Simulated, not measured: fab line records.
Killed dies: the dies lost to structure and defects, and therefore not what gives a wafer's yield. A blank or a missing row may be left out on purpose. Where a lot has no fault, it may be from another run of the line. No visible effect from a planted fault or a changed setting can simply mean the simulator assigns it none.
Matching of chambers    flow sky130    4 sister chambers for SKY_METAL3_ETCH_17 on rieDiel-04
The step etches SiO2 in C4F8/O2/Ar, stops on TiN, time 3.9 s, target depth 15 nm. 20 wafers are shown with their chamber, then 10 later ones without.

## WAFERS WITH THEIR CHAMBER
wafer   chamber  oesProductAu (a.u.)
L076.3  3        0.747
L076.4  1        0.750
L076.5  1        0.755
L079.1  2        0.754
L079.2  3        0.761
L079.3  0        0.759
L079.4  1        0.767
L079.5  2        0.763
L079.6  3        0.751
L082.1  1        0.758
L082.3  0        0.751
L082.5  1        0.762
L085.2  0        0.746
L085.3  3        0.758
L085.6  0        0.762
L087.1  1        0.740
L087.2  0        0.764
L087.4  0        0.765
L092.1  1        0.763
L092.2  3        0.758

SIGNATURES, as means of the wafers listed above
reading       chamber 0  chamber 1  chamber 2  chamber 3  scatter within a chamber
oesProductAu  0.75783    0.75643    0.75850    0.75500    0.00779
Rule: a wafer lies at a distance from a chamber equal to the root of the sum of squares, over the readings, of (its reading less the chamber's mean, divided by the reading's scatter). The wafer belongs to the nearest chamber; if the next one is less than 2 further off, it can't be placed. How the scatter is found: for the shown wafers, subtract from each reading the mean of its chamber, square and add these, divide the total by (wafers less chambers), then take the root.

## WAFERS WHOSE CHAMBER IS MISSING
wafer   oesProductAu (a.u.)
L092.3  0.752
L092.4  0.756
L092.5  0.754
L092.6  0.746
L093.1  0.760
L093.2  0.751
L093.3  0.749
L093.4  0.757
L093.5  0.762
L093.6  0.756

## CHAMBER TAKEN BY EACH
wafer   from the rows above                in truth
L092.3  can't be placed: 3 or 1 or 0 or 2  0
L092.4  can't be placed: 1 or 3 or 0 or 2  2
L092.5  can't be placed: 3 or 1 or 0 or 2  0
L092.6  can't be placed: 3 or 1 or 0 or 2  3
L093.1  can't be placed: 2 or 0 or 1 or 3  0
L093.2  can't be placed: 3 or 1 or 0 or 2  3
L093.3  can't be placed: 3 or 1 or 0 or 2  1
L093.4  can't be placed: 1 or 0 or 2 or 3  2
L093.5  can't be placed: 2 or 0 or 1 or 3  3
L093.6  can't be placed: 1 or 3 or 0 or 2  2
Correctly placed: 0 of 10. Not placeable from these rows: 10 (in 10, the candidates include the true chamber). Wrongly placed: 0.
